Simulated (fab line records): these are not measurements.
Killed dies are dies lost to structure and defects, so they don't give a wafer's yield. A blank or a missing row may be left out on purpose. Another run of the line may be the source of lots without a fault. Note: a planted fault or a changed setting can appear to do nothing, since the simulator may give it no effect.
One fault seen from 2 desks || flow sky130 || what lay behind the numbers comes last; until then each desk has only its own

## TOOL OWNER'S DESK, rie metal-04
The tool's own readings at SKY_METAL4_ETCH_16 (etches BARC in N2/H2, stops on SiO2, time 88.2 s, target depth 60 nm): means of the sampled wafers that have a number, for each lot that ran on this tool. Marked OUT: a lot whose mean sits more than 4 standard deviations from the usual mean, which makes it out of limits; the brackets give that distance.
Columns: A = drypump motor current A at SKY_METAL4_ETCH_16, usual 6.0 A; B = h2 flow sccm at SKY_METAL4_ETCH_16, usual 200.1 sccm; C = oes product au at SKY_METAL4_ETCH_16, usual 0.626 a.u.; D = run length s at SKY_METAL4_ETCH_16, usual 116.6 s; E = throttle valve pct at SKY_METAL4_ETCH_16, usual 13.206 %
{"lot": "L543", "first seen here": "day 42 08:24", "A": 5.8, "B": 200.0, "C": 0.630, "D": 117.1, "E": 13.208}
{"lot": "L551", "first seen here": "day 44 13:02", "A": 5.8, "B": 200.6, "C": "0.697 (+14) OUT", "D": "106.2 (-19) OUT", "E": 13.221}
{"lot": "L553", "first seen here": "day 44 22:28", "A": 6.0, "B": 199.5, "C": "0.673 (+9.4) OUT", "D": "108.8 (-14) OUT", "E": 13.219}
Finding of this desk: L551, L553 out of limits; the first was L551 at day 44 13:02, on oes product au at SKY_METAL4_ETCH_16. L543: within limits.

## AT THE METROLOGY DESK
Lot by lot, what the gauges showed, no matter which tool ran the lot: averages of those sampled wafers that carry a number. Marked OUT: a lot whose mean sits more than 4 standard deviations from the usual mean, which makes it out of limits; the brackets give that distance.
Columns: A = cd nm at SKY_METAL4_CD_MEAS_13, usual 299.9 nm; B = METAL4_OVL at SKY_METAL4_OVL_MEAS_14, usual -2 nm
{"lot": "L543", "first seen here": "day 42 08:13", "A": 301.0, "B": -10}
{"lot": "L551", "first seen here": "day 44 12:52", "A": 300.3, "B": 4}
{"lot": "L553", "first seen here": "day 44 22:17", "A": 300.9, "B": 0}
{"lot": "L560", "first seen here": "day 46 11:29", "A": 299.6, "B": 1}
{"lot": "L561", "first seen here": "day 46 16:21", "A": 300.3, "B": 1}
{"lot": "L566", "first seen here": "day 47 14:25", "A": 301.1, "B": 3}
Result from this desk: across the 6 lots, nothing is out of limits.

## BROUGHT TOGETHER
The tool owner's desk had the chance to raise an alarm at day 44 13:02 on L551, L553.
From the metrology desk's view, nothing was out of limits.
The metrology desk has L551, L553 on record, within its limits.
Every lot named ran SKY_METAL4_ETCH_16 on rie metal-04.

## WHAT THE SIMULATOR HAD INSERTED
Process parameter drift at SKY_METAL4_ETCH_16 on rie metal-04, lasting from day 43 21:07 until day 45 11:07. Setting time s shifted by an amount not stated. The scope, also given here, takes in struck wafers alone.
Shown lots that were struck: L551, L553.
How many hours passed from the start of the fault until each desk's first out-of-limits reading: the tool owner's desk, 16.
